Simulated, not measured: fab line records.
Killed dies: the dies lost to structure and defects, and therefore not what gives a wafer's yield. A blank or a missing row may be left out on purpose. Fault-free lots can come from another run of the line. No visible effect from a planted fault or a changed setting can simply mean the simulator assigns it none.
Which tool did it?	flow gf180mcu	12 lots, 36 wafers sampled, at 4 steps of a route of 602

WHAT THE GAUGES SHOWED, per wafer
GF_PASSIVATION_THK_MEAS_03. Usual: for PASSIVATION_CVD_02_THK the level is 697 nm and the standard deviation is 9.7.
lot	measured	on	PASSIVATION_CVD_02_THK (nm)	flag
L605	day 28 03:17	film_metro-01	694 697 714	
L608	day 28 20:36	film_metro-01	711 711 719	
L611	day 29 19:53	film_metro-04	686 700 701	
L614	day 31 07:51	film_metro-04	689 686 706	
L616	day 31 11:14	film_metro-01	692 707 702	
L617	day 31 19:24	film_metro-04	692 694 701	
L618	day 32 01:49	film_metro-03	686 719 699	
L623	day 33 02:30	film_metro-04	688 690 701	
L624	day 33 13:14	film_metro-04	680 696 706	
L625	day 33 20:52	film_metro-01	684 692 704	
L626	day 34 03:28	film_metro-04	682 696 698	
L628	day 34 19:04	film_metro-01	688 709 701	

EACH LOT AND THE TOOL THAT RAN IT (in order: tool; ch and the chambers of the sampled wafers; start)
lot	GF_V5_STRIP_18	GF_V5_CVD_23	GF_TOP_METAL_STRIP_17
L605	plasma_asher-01 ch 0,1, day 27 04:44	cvd_w-01 ch 0,1, day 27 05:25	plasma_asher-01 ch 0,1, day 28 02:19
L608	plasma_asher-01 ch 0,1, day 27 22:00	cvd_w-02 ch 0,1, day 27 22:38	plasma_asher-01 ch 0,1, day 28 19:38
L611	plasma_asher-04 ch 0,1, day 28 21:55	cvd_w-01 ch 0,1, day 28 22:33	plasma_asher-03 ch 0,1, day 29 18:55
L614	plasma_asher-02 ch 0,1, day 30 11:31	cvd_w-02 ch 0,1, day 30 12:09	plasma_asher-01 ch 0,1, day 31 06:52
L616	plasma_asher-04 ch 0,1, day 30 14:50	cvd_w-02 ch 0, day 30 15:31	plasma_asher-01 ch 0,1, day 31 10:16
L617	plasma_asher-01 ch 0,1, day 30 22:28	cvd_w-01 ch 0,1, day 30 23:10	plasma_asher-01 ch 0,1, day 31 18:25
L618	plasma_asher-04 ch 0,1, day 31 05:51	cvd_w-02 ch 0,1, day 31 06:31	plasma_asher-03 ch 0,1, day 32 00:50
L623	plasma_asher-04 ch 0,1, day 32 07:41	cvd_w-02 ch 0,1, day 32 08:22	plasma_asher-02 ch 0,1, day 33 01:32
L624	plasma_asher-01 ch 0,1, day 32 18:54	cvd_w-01 ch 0,1, day 32 19:32	plasma_asher-02 ch 0,1, day 33 12:14
L625	plasma_asher-01 ch 0,1, day 33 02:29	cvd_w-01 ch 0,1, day 33 03:09	plasma_asher-02 ch 0,1, day 33 19:53
L626	plasma_asher-02 ch 0,1, day 33 09:33	cvd_w-01 ch 0,1, day 33 10:11	plasma_asher-02 ch 0,1, day 34 02:28
L628	plasma_asher-04 ch 0,1, day 34 01:17	cvd_w-01 ch 0,1, day 34 02:01	plasma_asher-02 ch 1, day 34 18:07
- GF_V5_STRIP_18: strips in O2/N2.
- GF_V5_CVD_23: deposits W, target thk 350 nm, time 104.9 s.
- GF_TOP_METAL_STRIP_17: strips in O2/N2.

WHAT THE TOOLS THEMSELVES READ (means of the sampled wafers that have a number; where no wafer has one, the mark that the record gives instead)
GF_V5_STRIP_18. Usual: drypump_motor_current_A 5.93 A, standard deviation 0.25; heater_power_w 331 W, standard deviation 44; oes_product_au 0.569 a.u., standard deviation 0.0056; platen_temp_c 249.99 C, standard deviation 0.17.
lot	tool	drypump_motor_current_A (A)	heater_power_w (W)	oes_product_au (a.u.)	platen_temp_c (C)	flag
L605	plasma_asher-01	5.92	336	0.572	250.14	
L608	plasma_asher-01	5.79	323	0.565	250.26	
L611	plasma_asher-04	6.02	302	0.569	249.91	
L614	plasma_asher-02	6.00	371	0.567	250.09	
L616	plasma_asher-04	5.79	325	0.573	249.86	
L617	plasma_asher-01	5.90	336	0.568	249.95	
L618	plasma_asher-04	5.79	330	0.560	250.05	
L623	plasma_asher-04	5.79	327	0.567	249.89	
L624	plasma_asher-01	5.81	322	0.567	249.99	
L625	plasma_asher-01	5.81	323	0.565	249.88	
L626	plasma_asher-02	6.11	327	0.570	249.98	
L628	plasma_asher-04	5.77	328	0.569	250.14	

GF_V5_CVD_23. Usual: chamber_pressure_Torr 39.99 Torr, standard deviation 0.092; heater_power_outer_w 542 W, standard deviation 63; heater_power_w 871 W, standard deviation 87.
lot	tool	chamber_pressure_Torr (Torr)	heater_power_outer_w (W)	heater_power_w (W)	flag
L605	cvd_w-01	39.91	511	824	
L608	cvd_w-02	39.97	532	853	
L611	cvd_w-01	39.95	505	834	
L614	cvd_w-02	39.98	534	848	
L616	cvd_w-02	40.01	590	951	
L617	cvd_w-01	39.97	504	828	
L618	cvd_w-02	40.12	559	908	
L623	cvd_w-02	39.94	565	916	
L624	cvd_w-01	40.01	566	899	
L625	cvd_w-01	40.05	562	906	
L626	cvd_w-01	40.04	512	826	
L628	cvd_w-01	39.94	576	909	

GF_TOP_METAL_STRIP_17. Usual: drypump_motor_current_A 5.8 A, standard deviation 0.34; heater_power_w 343 W, standard deviation 43; oes_product_au 0.710 a.u., standard deviation 0.0047; platen_temp_c 250.00 C, standard deviation 0.19; strip_time_to_endpoint_s 12.93 s, standard deviation 0.08.
lot	tool	drypump_motor_current_A (A)	heater_power_w (W)	oes_product_au (a.u.)	platen_temp_c (C)	strip_time_to_endpoint_s (s)	flag
L605	plasma_asher-01	5.9	342	0.714	250.05	12.92	
L608	plasma_asher-01	5.8	323	0.709	249.98	12.81	
L611	plasma_asher-03	5.4	348	0.709	250.17	12.96	
L614	plasma_asher-01	5.9	339	0.708	250.08	13.04	
L616	plasma_asher-01	5.9	340	0.711	250.13	13.01	
L617	plasma_asher-01	5.8	323	0.708	249.86	12.98	
L618	plasma_asher-03	5.3	348	0.707	249.99	12.99	
L623	plasma_asher-02	6.1	330	0.708	249.96	12.93	
L624	plasma_asher-02	6.1	331	0.713	249.84	12.92	
L625	plasma_asher-02	6.0	377	0.712	249.92	12.86	
L626	plasma_asher-02	6.1	332	0.705	250.12	12.86	
L628	plasma_asher-02	6.2	289	0.713	249.92	12.80	

THE ANSWER, worked out from the rows above alone
Rule: a lot is off if the mean of its wafers that have a number lies more than 3 standard deviations from the usual mean. Also off: a lot with no number at a reading for which 4 or more lots have one. Where the step has rows for the other lots, those lots are counted as sound. The gauges are gone through in route order, then the tools' own readings, and for those a lot's mean is taken as printed above. The first step at which some lot is off is used, and at that step the reading that is off furthest; a lot without a number counts as furthest.
None of the lots is off at any reading shown; this tells nothing.

WHAT HAD BEEN PUT IN BY THE SIMULATOR
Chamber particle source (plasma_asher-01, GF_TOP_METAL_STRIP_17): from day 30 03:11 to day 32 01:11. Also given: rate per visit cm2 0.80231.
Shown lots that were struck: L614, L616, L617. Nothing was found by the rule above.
